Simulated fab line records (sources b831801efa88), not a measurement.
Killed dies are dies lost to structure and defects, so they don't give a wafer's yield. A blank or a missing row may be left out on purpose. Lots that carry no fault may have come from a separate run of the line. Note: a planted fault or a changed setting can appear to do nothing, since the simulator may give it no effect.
Which tool is to blame?    flow sky130    32 wafers from 11 lots sampled at 4 of the route's 708 steps

## WHAT THE GAUGES READ, wafer by wafer
SKY_CAP2M_THK_MEAS_01.
lot   measured      on             CAP2M_CVD_00_THK (nm)
L452  day 40 09:00  film_metro-03  15.53 15.62 15.27
L453  day 40 13:42  film_metro-04  15.53 15.70 15.46
L454  day 40 17:54  film_metro-04  15.38 15.79 15.37
L455  day 40 21:38  film_metro-04  15.47 15.08 15.46
L460  day 42 04:24  film_metro-01  15.19 15.62 15.32
L461  day 42 14:36  film_metro-01  14.97 14.99 15.39
L463  day 43 00:57  film_metro-01  15.09 15.44 15.64
L465  day 43 15:28  film_metro-03  15.34 11.57 15.70
L466  day 43 18:04  film_metro-01  15.23 15.15 15.32
L468  day 44 14:21  film_metro-01  15.49 11.52
L470  day 44 21:02  film_metro-04  10.97 15.11 11.06

## WHICH TOOL RAN EACH LOT (tool, then ch and the chambers of the sampled wafers, then the start)
lot   SKY_METAL2_METAL_ETCH_19           SKY_METAL4_SPUTTER_04         SKY_CAP2M_CVD_00
L452  rie_metal-01 ch 0,1, day 35 21:28  pvd_sputter-01, day 40 08:54  pecvd-03 ch 0,1,2, day 40 08:58
L453  rie_metal-01 ch 0,1, day 36 02:43  pvd_sputter-04, day 40 13:37  pecvd-02 ch 0,1,2, day 40 13:39
L454  rie_metal-01 ch 0,1, day 36 06:01  pvd_sputter-04, day 40 17:49  pecvd-04 ch 0,1, day 40 17:52
L455  rie_metal-01 ch 0,1, day 36 11:14  pvd_sputter-04, day 40 21:34  pecvd-03 ch 0,1, day 40 21:37
L460  rie_metal-01 ch 0,1, day 37 18:55  pvd_sputter-03, day 42 04:19  pecvd-04 ch 2, day 42 04:22
L461  rie_metal-04 ch 0,1, day 38 05:05  pvd_sputter-03, day 42 14:31  pecvd-03 ch 1,2, day 42 14:34
L463  rie_metal-03 ch 0,1, day 38 15:41  pvd_sputter-04, day 43 00:52  pecvd-03 ch 1,2, day 43 00:55
L465  rie_metal-03 ch 0,1, day 39 07:52  pvd_sputter-04, day 43 15:22  pecvd-03 ch 0,2, day 43 15:25
L466  rie_metal-01 ch 0,1, day 39 13:08  pvd_sputter-04, day 43 17:59  pecvd-04 ch 0,1,2, day 43 18:02
L468  rie_metal-03 ch 0,1, day 40 09:13  pvd_sputter-04, day 44 14:16  pecvd-03 ch 2, day 44 14:19
L470  rie_metal-01 ch 0,1, day 40 18:08  pvd_sputter-01, day 44 20:58  pecvd-03 ch 0,1, day 44 21:01
- SKY_METAL2_METAL_ETCH_19: etches the open film in Cl2/BCl3, stops on SiO2, target depth 360 nm, time 78 s.
- SKY_METAL4_SPUTTER_04: material TiN, target thk 70 nm, time 58.3 s.
- SKY_CAP2M_CVD_00: deposits SiO2, target thk 15.5 nm.

## THE ANSWER, worked out from the rows above alone
Rule: what is usual is taken from the lots themselves. Put in order of their means at a reading, lots are off if they are a third of the lots or fewer, leave a main group of 4 or more, and stand apart from it by a gap of 3 or more times the standard deviation of the main group's means; of several such gaps the widest counts. If all means in a main group match to the digits the tables above print for the reading, that group is not used. A lot without any number at a reading at which 4 lots or more have one is off too. Any other lot the step has rows for is counted as sound.
Off: at SKY_CAP2M_THK_MEAS_01 (CAP2M_CVD_00_THK), L465, L468, L470. The main group: mean 15.38 nm, standard deviation 0.14.
A tool fits if, at a process step before that reading, it ran every lot that is off, and no sound lot after the first of them. Those tools and the gauges at SKY_CAP2M_THK_MEAS_01 are tried in the same way. One candidate fits, namely pecvd-03 at SKY_CAP2M_CVD_00. A fault onset in the window from L463 (day 43 00:55, its last sound lot) to L465 (day 43 15:25, its first lot off) fits.

## WHAT WAS PUT IN BY THE SIMULATOR
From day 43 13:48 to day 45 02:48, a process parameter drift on pecvd-03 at SKY_CAP2M_CVD_00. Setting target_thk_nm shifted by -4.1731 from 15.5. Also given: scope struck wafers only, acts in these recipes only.
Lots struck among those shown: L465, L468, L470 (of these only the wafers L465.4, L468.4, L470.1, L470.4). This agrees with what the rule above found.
